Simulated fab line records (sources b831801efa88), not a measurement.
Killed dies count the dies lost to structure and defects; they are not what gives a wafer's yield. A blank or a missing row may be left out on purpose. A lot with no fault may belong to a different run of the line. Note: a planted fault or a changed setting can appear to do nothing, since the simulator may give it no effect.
Chamber matching || flow gf180mcu || 4 sister chambers for GF_V3_CMP_04 on cmp-02
The step polishes SiO2. 4 wafers are shown with their chamber, then 10 later ones without.

## WAFERS, EACH WITH ITS CHAMBER
{"wafer": "L555.5", "chamber": 1, "motor current A (A)": 14.2}
{"wafer": "L556.4", "chamber": 2, "motor current A (A)": 11.9}
{"wafer": "L557.3", "chamber": 0, "motor current A (A)": 11.3}
{"wafer": "L557.5", "chamber": 3, "motor current A (A)": 11.3}

## WAFERS WITH NO CHAMBER GIVEN
{"wafer": "L557.6", "motor current A (A)": 12.4}
{"wafer": "L559.4", "motor current A (A)": 10.6}
{"wafer": "L559.5", "motor current A (A)": 10.8}
{"wafer": "L559.6", "motor current A (A)": 12.4}
{"wafer": "L560.1", "motor current A (A)": 12.0}
{"wafer": "L560.5", "motor current A (A)": 11.2}
{"wafer": "L560.6", "motor current A (A)": 12.5}
{"wafer": "L561.1", "motor current A (A)": 14.0}
{"wafer": "L561.3", "motor current A (A)": 11.4}
{"wafer": "L561.4", "motor current A (A)": 10.9}

## WHICH CHAMBER EACH WENT THROUGH
{"wafer": "L557.6", "from the rows above": "can't be placed: 2 or 0 or 3", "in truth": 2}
{"wafer": "L559.4", "from the rows above": "can't be placed: 0 or 3 or 2", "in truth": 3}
{"wafer": "L559.5", "from the rows above": "can't be placed: 0 or 3 or 2", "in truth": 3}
{"wafer": "L559.6", "from the rows above": "can't be placed: 2 or 0 or 3", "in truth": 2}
{"wafer": "L560.1", "from the rows above": "can't be placed: 2 or 0 or 3", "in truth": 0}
{"wafer": "L560.5", "from the rows above": "can't be placed: 0 or 3 or 2", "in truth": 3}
{"wafer": "L560.6", "from the rows above": "can't be placed: 2 or 0 or 3", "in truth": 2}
{"wafer": "L561.1", "from the rows above": 1, "in truth": 1}
{"wafer": "L561.3", "from the rows above": "can't be placed: 0 or 3 or 2", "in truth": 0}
{"wafer": "L561.4", "from the rows above": "can't be placed: 0 or 3 or 2", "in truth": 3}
Correctly placed: 1 of 10. Can't be placed from these rows: 9 (the true chamber is among the candidates in 9). 0 placed wrongly.
How it was worked out, from the rows above alone: a wafer's distance from a chamber is the root of the sum, over the readings, of the square of ((its reading less the chamber's mean) divided by the reading's scatter). If the next closest chamber is less than 2 further off than the closest, the wafer can't be placed; otherwise it belongs to the closest. The mean given for a chamber averages the wafers shown for that chamber. The scatter: root of mean squared gap, hidden wafer to nearest shown wafer, with one shown wafer a chamber.
